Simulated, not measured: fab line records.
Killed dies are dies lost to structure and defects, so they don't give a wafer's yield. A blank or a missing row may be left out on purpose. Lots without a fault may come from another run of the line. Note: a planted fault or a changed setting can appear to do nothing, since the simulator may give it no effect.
fab line records | flow sky130
record: lots: 13 wafers: 39 last-day: 50
route steps=708 shown PWDE@54 NWELL@67 VT_ADJUST_LVTN@117 VT_ADJUST_NCORE@129
lots that met no fault: from a run of the same line without faults
start-h: hours from the record's first day to the start of the lot's first wafer shown | wait-h: hours from the lot's prior step to this one | " the same as in the row above | L1.1+2: a single row standing in for several wafers | - no value, or no start was given | * or withheld: withheld | < > ~ a bound
route shown NAME@n: NAME is a module with steps in the file, n the number in the route of the first one | usual: average and standard deviation across the fault-free wafers | same: alike in all rows | chamber/n: place in a boat | sites: each site's reading | _std_site: standard deviation across them | _edge_site: mean of outer sites minus mean of inner sites | radius-mm: for every site, how far away it sits from the centre of the wafer | mask NAME#n: copy n | behind: the last tool/chamber to shape the wafer | hold: the reason the lot was held/the length of the hold in hours/how it ended | device: the n, p or np transistor that did not switch | end of line: tests run on the same wafers once the route is complete | a step without rows: its recipe alone | killed: count of dies lost to structure and defects at first sort (not the wafer's yield) | map: a wafer's dies, x killed, . not, _ none there
set.NAME: the setting that was run; set.NAME@STEP: the one run at that earlier step | model.NAME: the simulator's own value behind a step, which no gauge read
one table for each step of the route and one row for each wafer, over a sample of lots
services: from which hour (start-h, from the record's first day; less than 0 if before it) a tool's chamber was out of use, for how many hours, and why
== steps ==
step: SKY_PWDE_STRIP_09
recipe: chemistry: O2/N2 power-w: 1400 pressure-mtorr: 1500 platen-temp-c: withheld o2-flow-sccm: 3000 n2-flow-sccm: 300 overash-fraction: 0.5
usual: drypump-motor-current-A: 5.7/0.42 oes-product-au: 0.723/0.0047 strip-time-to-endpoint-s: 36.91/0.11
columns lot.wafer tool chamber start-h wait-h drypump-motor-current-A oes-product-au rf-hours-counter-h strip-time-to-endpoint-s
L603.1 plasma-asher-03 1 82.25 0.1 5.7 0.721 27 36.76
L603.2 " 0 " " 6.0 0.719 27 36.82
L603.4 " 1 " " 5.7 0.722 - 36.78
L604.3 plasma-asher-02 0 85.99 0.1 6.4 0.725 - 36.86
L604.4 " 1 " " 5.2 0.718 - 36.82
L604.5 " 1 " " 5.2 0.722 - 36.85
L606.1 plasma-asher-02 0 94.47 0.1 6.3 0.714 42 36.91
L606.4 " 1 " " 5.2 0.724 - 36.91
L606.5 " 1 " " 5.2 0.722 - 36.81
L607.2 plasma-asher-03 0 94.82 0.1 6.0 0.732 28 36.89
L607.3 " 0 " " 6.0 0.721 - 36.97
L607.4 " 1 " " 5.7 0.726 - 37.05
L608.3 plasma-asher-03 0 104.97 0.1 6.0 0.721 - 36.86
L608.4 " 1 " " 5.7 0.721 - 37.00
L608.5 " 0 " " 6.0 0.732 - 36.90
L609.1 plasma-asher-02 0 107.30 0.1 6.4 0.729 43 36.84
L609.4 " 1 " " 5.2 0.719 - 36.83
L609.5 " 1 " " 5.2 0.725 - 36.85
L610.1 plasma-asher-02 1 108.43 0.1 5.2 0.717 43 36.90
L610.2 " 0 " " 6.3 0.724 43 36.97
L610.3 " 1 " " 5.2 0.725 - 37.02
L611.2 plasma-asher-03 0 113.63 0.1 5.9 0.721 30 37.00
L611.4 " 1 " " 5.7 0.730 - 37.05
L611.6 " 1 " " 5.7 0.719 - 37.03
L617.1 plasma-asher-02 1 150.15 0.1 5.2 0.724 47 36.87
L617.4 " 0 " " 6.4 0.715 - 36.78
L617.6 " 1 " " 5.2 0.722 - 36.83
L619.2 plasma-asher-02 1 157.15 0.1 5.2 0.727 48 36.76
L619.4 " 0 " " 6.3 0.718 - 36.82
L619.5 " 1 " " 5.3 0.717 - 36.81
L623.2 plasma-asher-02 0 179.55 0.1 6.4 0.722 50 37.04
L623.5 " 0 " " 6.4 0.735 - 36.90
L623.6 " 1 " " 5.2 0.716 - 36.99
L625.4 plasma-asher-04 1 198.10 0.1 5.6 0.716 - 36.99
L625.5 " 0 " " 5.3 0.723 - 36.91
L625.6 " 1 " " 5.7 0.723 - 36.95
L626.1 plasma-asher-03 0 202.85 0.1 6.0 0.712 39 37.05
L626.3 " 0 " " 6.0 0.726 - 37.10
L626.4 " 1 " " 5.7 0.725 - 37.10
step: SKY_NWELL_STRIP_14
recipe: chemistry: O2/N2 power-w: 1400 pressure-mtorr: 1500 platen-temp-c: withheld o2-flow-sccm: 3000 n2-flow-sccm: 300 overash-fraction: 0.5
usual: drypump-motor-current-A: 5.71/0.19 oes-product-au: 0.723/0.0049 strip-time-to-endpoint-s: 36.94/0.13
columns lot.wafer tool chamber start-h wait-h drypump-motor-current-A oes-product-au rf-hours-counter-h strip-time-to-endpoint-s
L603.1 plasma-asher-01 0 99.44 0.1 5.77 0.721 42 36.92
L603.2 " 1 " " 5.74 0.727 42 36.82
L603.4 " 1 " " 5.73 0.720 - 36.81
L604.3 plasma-asher-03 0 104.22 0.1 5.96 0.714 - 36.80
L604.4 " 1 " " 5.70 0.725 - 36.78
L604.5 " 0 " " 5.93 0.725 - 36.86
L606.1 plasma-asher-03 0 112.88 0.1 5.95 0.712 30 36.83
L606.4 " 1 " " 5.69 0.731 - 36.93
L606.5 " 0 " " 5.95 0.722 - 36.91
L607.2 plasma-asher-03 1 113.23 0.1 5.69 0.721 30 36.69
L607.3 " 1 " " 5.68 0.725 - 36.83
L607.4 " 0 " " 5.98 0.726 - 36.90
L608.3 plasma-asher-01 0 124.22 0.1 5.76 0.723 - 36.93
L608.4 " 1 " " 5.74 0.722 - 36.92
L608.5 " 1 " " 5.74 0.720 - 36.88
L609.1 plasma-asher-01 1 126.34 0.1 5.72 0.716 1 36.97
L609.4 " 0 " " 5.75 0.724 - 37.02
L609.5 " 0 " " 5.74 0.723 - 37.01
L610.1 plasma-asher-03 0 127.18 0.1 5.94 0.715 32 36.75
L610.2 " 1 " " 5.70 0.718 32 36.88
L610.3 " 1 " " 5.69 0.731 - 36.95
L611.2 plasma-asher-04 0 133.44 0.1 5.32 0.728 43 36.80
L611.4 " 0 " " 5.29 0.727 - 36.73
L611.6 " 1 " " 5.65 0.726 - 36.82
L617.1 plasma-asher-03 0 169.28 0.1 5.96 0.727 36 36.95
L617.4 " 0 " " 5.97 0.729 - 36.94
L617.6 " 0 " " 5.97 0.726 - 36.96
L619.2 plasma-asher-03 1 177.95 0.1 5.66 0.723 37 36.93
L619.4 " 0 " " 5.95 0.721 - 36.84
L619.5 " 0 " " 5.97 0.725 - 36.89
L623.2 plasma-asher-04 0 201.60 0.1 5.29 0.727 50 36.84
L623.5 " 1 " " 5.64 0.723 - 36.89
L623.6 " 0 " " 5.28 0.719 - 36.83
L625.4 plasma-asher-04 0 220.27 0.1 5.31 0.728 - 36.95
L625.5 " 1 " " 5.64 0.724 - 36.78
L625.6 " 0 " " 5.31 0.723 - 36.78
L626.1 plasma-asher-01 1 226.00 0.1 5.72 0.730 11 37.05
L626.3 " 0 " " 5.74 0.722 - 37.14
L626.4 " 1 " " 5.73 0.731 - 37.16
step: SKY_NWELL_STRIP_25
recipe: chemistry: O2/N2 power-w: 1400 pressure-mtorr: 1500 platen-temp-c: withheld o2-flow-sccm: 3000 n2-flow-sccm: 300 overash-fraction: 0.5
usual: drypump-motor-current-A: 5.67/0.19 oes-product-au: 0.722/0.0049 strip-time-to-endpoint-s: 36.95/0.11
columns lot.wafer tool chamber start-h wait-h drypump-motor-current-A oes-product-au rf-hours-counter-h strip-time-to-endpoint-s
L603.1 plasma-asher-04 0 117.60 0.1 5.35 0.723 41 37.09
L603.2 " 1 " " 5.64 0.720 41 37.16
L603.4 " 1 " " 5.65 0.717 - 37.13
L604.3 plasma-asher-04 0 122.42 0.1 5.29 0.715 - 37.05
L604.4 " 1 " " 5.67 0.717 - 37.03
L604.5 " 1 " " 5.65 0.721 - 37.07
L606.1 plasma-asher-01 1 131.38 0.1 5.72 0.731 1 36.90
L606.4 " 0 " " 5.75 0.724 - 36.83
L606.5 " 1 " " 5.73 0.724 - 36.79
L607.2 plasma-asher-01 0 132.49 0.1 5.75 0.722 1 36.94
L607.3 " 1 " " 5.73 0.725 - 36.87
L607.4 " 0 " " 5.77 0.725 - 36.85
L608.3 plasma-asher-03 0 143.92 0.1 5.96 0.726 - 36.88
L608.4 " 1 " " 5.68 0.721 - 36.94
L608.5 " 0 " " 5.98 0.719 - 37.02
L609.1 plasma-asher-01 1 145.48 0.1 5.74 0.725 2 36.75
L609.4 " 1 " " 5.74 0.715 - 36.87
L609.5 " 1 " " 5.72 0.715 - 36.65
L610.1 plasma-asher-01 1 146.79 0.1 5.73 0.720 3 37.15
L610.2 " 0 " " 5.78 0.722 3 37.13
L610.3 " 0 " " 5.79 0.727 - 37.16
L611.2 plasma-asher-04 0 154.20 0.1 5.31 0.718 45 36.99
L611.4 " 1 " " 5.65 0.722 - 36.97
L611.6 " 1 " " 5.66 0.722 - 36.83
L617.1 plasma-asher-03 1 189.98 0.1 5.70 0.718 38 36.84
L617.4 " 0 " " 5.96 0.726 - 36.91
L617.6 " 0 " " 5.97 0.726 - 36.91
L619.2 plasma-asher-01 1 199.34 0.1 5.72 0.727 8 36.87
L619.4 " 0 " " 5.73 0.724 - 37.00
L619.5 " 1 " " 5.73 0.725 - 36.91
L623.2 plasma-asher-04 1 223.15 0.1 5.65 0.715 52 37.01
L623.5 " 0 " " 5.28 0.712 - 37.07
L623.6 " 1 " " 5.65 0.720 - 36.98
L625.4 plasma-asher-03 1 243.32 0.1 5.72 0.718 - 36.87
L625.5 " 0 " " 5.97 0.724 - 36.95
L625.6 " 1 " " 5.68 0.725 - 36.87
L626.1 plasma-asher-03 1 248.65 0.1 5.68 0.732 43 36.93
L626.3 " 1 " " 5.70 0.719 - 36.92
L626.4 " 0 " " 5.95 0.723 - 36.87
step: SKY_VT_ADJUST_LVTN_STRIP_20
recipe: chemistry: O2/N2 power-w: 1400 pressure-mtorr: 1500 platen-temp-c: withheld o2-flow-sccm: 3000 n2-flow-sccm: 300 overash-fraction: 0.5
usual: drypump-motor-current-A: 5.7/0.33 oes-product-au: 0.715/0.0045 strip-time-to-endpoint-s: 14.18/0.046
columns lot.wafer tool chamber start-h wait-h drypump-motor-current-A oes-product-au rf-hours-counter-h strip-time-to-endpoint-s
L603.1 plasma-asher-04 0 176.59 0.1 5.3 0.712 47 14.23
L603.2 " 1 " " 5.7 0.706 47 14.23
L603.4 " 1 " " 5.6 0.714 - 14.26
L604.3 plasma-asher-02 0 182.72 0.1 6.4 0.708 - 14.18
L604.4 " 1 " " 5.2 0.717 - 14.18
L604.5 " 0 " " 6.4 0.720 - 14.20
L606.1 plasma-asher-04 1 193.54 0.1 5.6 0.718 49 14.27
L606.4 " 1 " " 5.6 0.716 - 14.25
L606.5 " 0 " " 5.3 0.716 - 14.25
L607.2 plasma-asher-04 1 194.38 0.1 5.7 0.726 49 14.13
L607.3 " 0 " " 5.3 0.722 - 14.22
L607.4 " 1 " " 5.6 0.723 - 14.20
L608.3 plasma-asher-04 0 206.40 0.1 5.3 0.719 - 14.12
L608.4 " 1 " " 5.7 0.708 - 14.12
L608.5 " 1 " " 5.7 0.713 - 14.17
L609.1 plasma-asher-01 0 206.74 0.1 5.8 0.716 9 14.14
L609.4 " 1 " " 5.7 0.718 - 14.13
L609.5 " 0 " " 5.8 0.711 - 14.12
L610.1 plasma-asher-04 1 208.48 0.1 5.6 0.719 50 14.13
L610.2 " 0 " " 5.3 0.707 50 14.10
L610.3 " 1 " " 5.6 0.715 - 14.10
L611.2 plasma-asher-04 1 217.72 0.1 5.7 0.717 51 14.20
L611.4 " 0 " " 5.3 0.717 - 14.19
L611.6 " 0 " " 5.3 0.715 - 14.22
L617.1 plasma-asher-02 1 258.94 0.1 5.2 0.923 58 -
L617.4 " 0 " " 6.4 0.927 - -
L617.6 " 0 " " 6.4 0.936 - -
L619.2 plasma-asher-01 1 269.13 0.1 5.7 0.718 15 14.16
L619.4 " 0 " " 5.8 0.718 - 14.16
L619.5 " 1 " " 5.7 0.719 - 14.20
L623.2 plasma-asher-04 1 296.09 0.1 5.7 0.716 58 14.23
L623.5 " 1 " " 5.6 0.708 - 14.25
L623.6 " 0 " " 5.3 0.717 - 14.23
L625.4 plasma-asher-01 1 319.62 0.1 5.7 0.715 - 14.27
L625.5 " 1 " " 5.7 0.712 - 14.23
L625.6 " 0 " " 5.7 0.718 - 14.21
L626.1 plasma-asher-01 1 325.11 0.1 5.7 0.717 20 14.14
L626.3 " 1 " " 5.7 0.715 - 14.15
L626.4 " 0 " " 5.8 0.715 - 14.18
step: SKY_VT_ADJUST_NCORE_STRIP_10
recipe: chemistry: O2/N2 power-w: 1400 pressure-mtorr: 1500 platen-temp-c: withheld o2-flow-sccm: 3000 n2-flow-sccm: 300 overash-fraction: 0.5
usual: drypump-motor-current-A: 5.7/0.35 oes-product-au: 0.715/0.0044 strip-time-to-endpoint-s: 14.18/0.036
columns lot.wafer tool chamber start-h wait-h drypump-motor-current-A oes-product-au rf-hours-counter-h strip-time-to-endpoint-s
L603.1 plasma-asher-03 0 198.27 0.1 6.0 0.712 39 14.17
L603.2 " 1 " " 5.7 0.719 39 14.18
L603.4 " 1 " " 5.7 0.711 - 14.16
L604.3 plasma-asher-03 0 204.09 0.1 6.0 0.720 - 14.26
L604.4 " 1 " " 5.7 0.715 - 14.21
L604.5 " 1 " " 5.7 0.721 - 14.19
L606.1 plasma-asher-02 0 215.70 0.1 6.4 0.711 54 14.16
L606.4 " 0 " " 6.3 0.717 - 14.15
L606.5 " 1 " " 5.2 0.714 - 14.16
L607.2 plasma-asher-02 0 216.07 0.1 6.4 0.719 54 14.17
L607.3 " 0 " " 6.4 0.717 - 14.18
L607.4 " 1 " " 5.2 0.712 - 14.27
L608.3 plasma-asher-02 1 229.16 0.1 5.2 0.721 - 14.12
L608.4 " 0 " " 6.4 0.718 - 14.14
L608.5 " 1 " " 5.2 0.718 - 14.15
L609.1 plasma-asher-04 0 229.42 0.1 5.3 0.709 52 14.16
L609.4 " 1 " " 5.7 0.712 - 14.13
L609.5 " 0 " " 5.3 0.712 - 14.19
L610.1 plasma-asher-04 1 230.72 0.1 5.6 0.715 52 14.20
L610.2 " 0 " " 5.3 0.722 52 14.17
L610.3 " 0 " " 5.3 0.710 - 14.16
L611.2 plasma-asher-03 0 240.90 0.1 6.0 0.712 43 14.12
L611.4 " 1 " " 5.7 0.710 - 14.12
L611.6 " 0 " " 6.0 0.714 - 14.19
L617.1 plasma-asher-03 1 282.73 0.1 5.7 0.720 47 21.10
L617.4 " 0 " " 6.0 0.708 - 21.10
L617.6 " 0 " " 6.0 0.707 - 21.03
L619.2 plasma-asher-03 0 294.37 0.1 6.0 0.710 48 14.17
L619.4 " 0 " " 6.0 0.718 - 14.19
L619.5 " 1 " " 5.7 0.720 - 14.20
L623.2 plasma-asher-04 1 322.45 0.1 5.7 0.711 61 14.11
L623.5 " 0 " " 5.3 0.718 - 14.16
L623.6 " 1 " " 5.7 0.718 - 14.20
L625.4 plasma-asher-03 0 346.80 0.1 6.0 0.705 - 14.22
L625.5 " 1 " " 5.7 0.717 - 14.20
L625.6 " 0 " " 6.0 0.713 - 14.17
L626.1 plasma-asher-02 1 352.65 0.1 5.2 0.718 68 14.21
L626.3 " 0 " " 6.3 0.707 - 14.18
L626.4 " 1 " " 5.2 0.713 - 14.18
step: SKY_VT_ADJUST_NCORE_TW_MEAS_11
usual: VT_ADJUST_NCORE_TW: 217.7/2
columns lot.wafer tool chamber start-h wait-h VT_ADJUST_NCORE_TW
L603.1 film-metro-03 - 198.37 0.1 218.8
L603.2 " - " " 218.1
L603.4 " - " " 219.5
L604.3 film-metro-03 - 204.17 0.1 217.9
L604.4 " - " " 217.9
L604.5 " - " " 218.7
L606.1 film-metro-03 - 215.81 0.1 219.3
L606.4 " - " " 219.0
L606.5 " - " " 219.0
L607.2 film-metro-03 - 216.18 0.1 219.7
L607.3 " - " " 219.2
L607.4 " - " " 219.1
L608.3 film-metro-02 - 229.24 0.1 216.3
L608.4 " - " " 216.3
L608.5 " - " " 217.0
L609.1 film-metro-03 - 229.52 0.1 218.9
L609.4 " - " " 218.9
L609.5 " - " " 218.8
L610.1 film-metro-04 - 230.82 0.1 219.8
L610.2 " - " " 220.6
L610.3 " - " " 220.4
L611.2 film-metro-02 - 241.01 0.1 215.3
L611.4 " - " " 215.6
L611.6 " - " " 216.1
L617.1 film-metro-02 - 282.83 0.1 29.6
L617.4 " - " " 29.3
L617.6 " - " " 29.5
L619.2 film-metro-04 - 294.48 0.1 219.3
L619.4 " - " " 219.2
L619.5 " - " " 218.6
L623.2 film-metro-03 - 322.56 0.1 219.5
L623.5 " - " " 219.8
L623.6 " - " " 218.6
L625.4 film-metro-02 - 346.90 0.1 216.2
L625.5 " - " " 215.3
L625.6 " - " " 216.3
L626.1 film-metro-03 - 352.75 0.1 219.7
L626.3 " - " " 220.4
L626.4 " - " " 220.8
== services ==
columns tool chamber start-h hours kind
plasma-asher-02 - 96.87 0.4 repair
plasma-asher-04 - 101.50 4.3 pm
plasma-asher-01 - 108.75 9.0 pm
plasma-asher-01 0 108.75 9.0 vent-cycle
plasma-asher-01 1 108.75 9.0 vent-cycle
plasma-asher-01 0 117.75 - clean
plasma-asher-01 1 117.75 - clean
plasma-asher-03 - 122.14 1.4 repair
plasma-asher-04 - 234.59 5.4 repair
plasma-asher-03 - 295.75 0.7 repair
plasma-asher-01 - 297.31 3.7 repair
== key ==
first-sign: step: SKY_VT_ADJUST_LVTN_STRIP_20 reading: oes-product-au direction: up sigmas: 48 usual: 0.715 struck: 0.928
effect: step: SKY_VT_ADJUST_NCORE_STRIP_10 reading: strip-time-to-endpoint-s direction: up sigmas: 99+ usual: * struck: *
effect: step: SKY_VT_ADJUST_NCORE_TW_MEAS_11 reading: VT_ADJUST_NCORE_TW direction: down sigmas: 96 usual: 217.7 struck: 29.5
met-at SKY_VT_ADJUST_LVTN_STRIP_20
struck-lots L617
sort-left-out L617.1,L617.4,L617.6
tester-left-out L617
not-acting-at SKY_PWDE_STRIP_09,SKY_NWELL_STRIP_14,SKY_NWELL_STRIP_25
onset-between 182.72 258.94
fault: kind: strip-aborted tool: plasma-asher-02 chamber: - onset-h: 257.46 steps: SKY_VT_ADJUST_LVTN_STRIP_20 offset: 0.66186 end-h: 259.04
tester-left-out: of these lots the tester's yield and bins aren't shown, on N5 and GAA mostly nor the transistor test; their killed dies are dies lost to structure and defects alone, not to doping, threshold or leakage, so they don't give the yield
sort-left-out: the simulated sort isn't trusted on such a fault, so these wafers' sort isn't shown, and their yield isn't known
